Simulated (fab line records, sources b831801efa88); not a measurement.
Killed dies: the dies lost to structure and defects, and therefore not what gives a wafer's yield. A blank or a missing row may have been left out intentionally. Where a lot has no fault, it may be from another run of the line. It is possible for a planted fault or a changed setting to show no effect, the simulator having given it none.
Check for tools in common ; flow sky130 ; Sample size 10 lots and 30 wafers

WHAT PROMPTED THE OPENING
3 of 10 lots carry a flag on the reading LOCAL_INTERCONNECT_TIN_RS at SKY_LOCAL_INTERCONNECT_RS_MEAS_01. Fault-free wafers read 14.12 ohm/sq, with a standard deviation of 0.16.
Rule: a lot is flagged in two cases, either no wafer of it has a number, or all its wafers with numbers fall more than 4 standard deviations from that mean. The other lots count as sound.

lot;measured;on;LOCAL_INTERCONNECT_TIN_RS (ohm/sq), wafer by wafer;flag
L643;day 28 19:18;film metro-04;14.16 14.09 14.02;
L645;day 30 00:14;film metro-04;14.12 13.98 14.00;
L650;day 32 02:44;film metro-03;11.54 11.62 11.50;FLAGGED
L653;day 33 01:07;film metro-03;11.43 11.46 11.48;FLAGGED
L654;day 33 03:31;film metro-02;11.67 11.71 11.62;FLAGGED
L656;day 33 19:23;film metro-03;14.11 14.04 14.19;
L657;day 34 01:12;film metro-04;14.11 13.90 13.78;
L660;day 34 22:38;film metro-04;14.17 13.99 13.96;
L661;day 35 07:17;film metro-03;14.25 14.50 14.37;
L664;day 35 21:26;film metro-02;14.19 14.37 14.12;
The mean of the flagged lots' numbers is 11.56 ohm/sq, -2.56 ohm/sq from the usual (-16 standard deviations).

LOT BY LOT: THE TOOL USED
3 process steps preceding the reading are held in the record, out of 708 steps in the route. Every cell lists first the tool, next ch and the chambers used by the sampled wafers, and last the start.
lot;flag;SKY_POLY_CUT_ETCH_10;SKY_LI_CONTACT_ETCH_15;SKY_LOCAL_INTERCONNECT_SPUTTER_00
L643;;rie diel-04 ch 0,1,3, day 23 20:44;rie diel-03 ch 1,2,3, day 28 18:06;pvd sputter-03, day 28 19:14
L645;;rie diel-04 ch 0,1,2, day 25 03:56;rie diel-01 ch 1,2,3, day 29 23:01;pvd sputter-01, day 30 00:11
L650;FLAGGED;rie diel-02 ch 1,2, day 27 07:19;rie diel-04 ch 0,3, day 32 01:28;pvd sputter-01, day 32 02:37
L653;FLAGGED;rie diel-04 ch 1,2, day 28 05:32;rie diel-03 ch 0,1,2, day 32 23:52;pvd sputter-01, day 33 01:01
L654;FLAGGED;rie diel-04 ch 1,2,3, day 28 08:29;rie diel-04 ch 0,1,2, day 33 02:19;pvd sputter-01, day 33 03:28
L656;;rie diel-04 ch 1,2, day 29 00:55;rie diel-01 ch 0,1,2, day 33 18:01;pvd sputter-03, day 33 19:19
L657;;rie diel-02 ch 1,2,3, day 29 08:28;rie diel-04 ch 0,1,3, day 34 00:00;pvd sputter-02, day 34 01:08
L660;;rie diel-01 ch 0,1,2, day 30 06:17;rie diel-01 ch 1,2,3, day 34 21:15;pvd sputter-03, day 34 22:34
L661;;rie diel-02 ch 1,3, day 30 15:52;rie diel-01 ch 1,3, day 35 06:04;pvd sputter-02, day 35 07:11
L664;;rie diel-01 ch 0,1,3, day 31 07:01;rie diel-01 ch 0,2,3, day 35 20:12;pvd sputter-01, day 35 21:19
What is done by these steps:
- SKY_POLY_CUT_ETCH_10: etches BARC in N2/H2, stops on SiO2, time 45.9 s, target depth 60 nm.
- SKY_LI_CONTACT_ETCH_15: etches PSG in C4F8/O2/Ar, stops on Si, target depth 600 nm.
- SKY_LOCAL_INTERCONNECT_SPUTTER_00: material TiN, target thk 100 nm, time 83.3 s.
- SKY_LOCAL_INTERCONNECT_RS_MEAS_01: measures by four-point-probe.

FLAGGED AGAINST TOTAL, ONE TOOL AT A TIME (gauges that did the reading follow at the end)
step;tool;lots run;flagged;share of the flagged lots;sound lots run after its first flagged lot
SKY_POLY_CUT_ETCH_10;rie diel-01;2;0;none;-
SKY_POLY_CUT_ETCH_10;rie diel-02;3;1;some;2 (L657,L661)
SKY_POLY_CUT_ETCH_10;rie diel-04;5;2;some;1 (L656)
SKY_LI_CONTACT_ETCH_15;rie diel-01;5;0;none;-
SKY_LI_CONTACT_ETCH_15;rie diel-03;2;1;some;0
SKY_LI_CONTACT_ETCH_15;rie diel-04;3;2;some;1 (L657)
SKY_LOCAL_INTERCONNECT_SPUTTER_00;pvd sputter-01;5;3;all;1 (L664)
SKY_LOCAL_INTERCONNECT_SPUTTER_00;pvd sputter-02;2;0;none;-
SKY_LOCAL_INTERCONNECT_SPUTTER_00;pvd sputter-03;3;0;none;-
SKY_LOCAL_INTERCONNECT_RS_MEAS_01;film metro-02;2;1;some;1 (L664)
SKY_LOCAL_INTERCONNECT_RS_MEAS_01;film metro-03;4;2;some;2 (L656,L661)
SKY_LOCAL_INTERCONNECT_RS_MEAS_01;film metro-04;4;0;none;-

WHAT IS ALLOWED BY THE TABLE
All flagged lots share 1 row of the table, namely pvd sputter-01 at SKY_LOCAL_INTERCONNECT_SPUTTER_00.
- pvd sputter-01 at SKY_LOCAL_INTERCONNECT_SPUTTER_00: 3 of its 5 lots flagged. Sound lots ran on it after the first flagged one (L664), which a lasting fault on the whole tool wouldn't allow.
Every row of the table either missed a flagged lot or ran a sound lot after the first.

WHAT THE SIMULATOR HAD INSERTED
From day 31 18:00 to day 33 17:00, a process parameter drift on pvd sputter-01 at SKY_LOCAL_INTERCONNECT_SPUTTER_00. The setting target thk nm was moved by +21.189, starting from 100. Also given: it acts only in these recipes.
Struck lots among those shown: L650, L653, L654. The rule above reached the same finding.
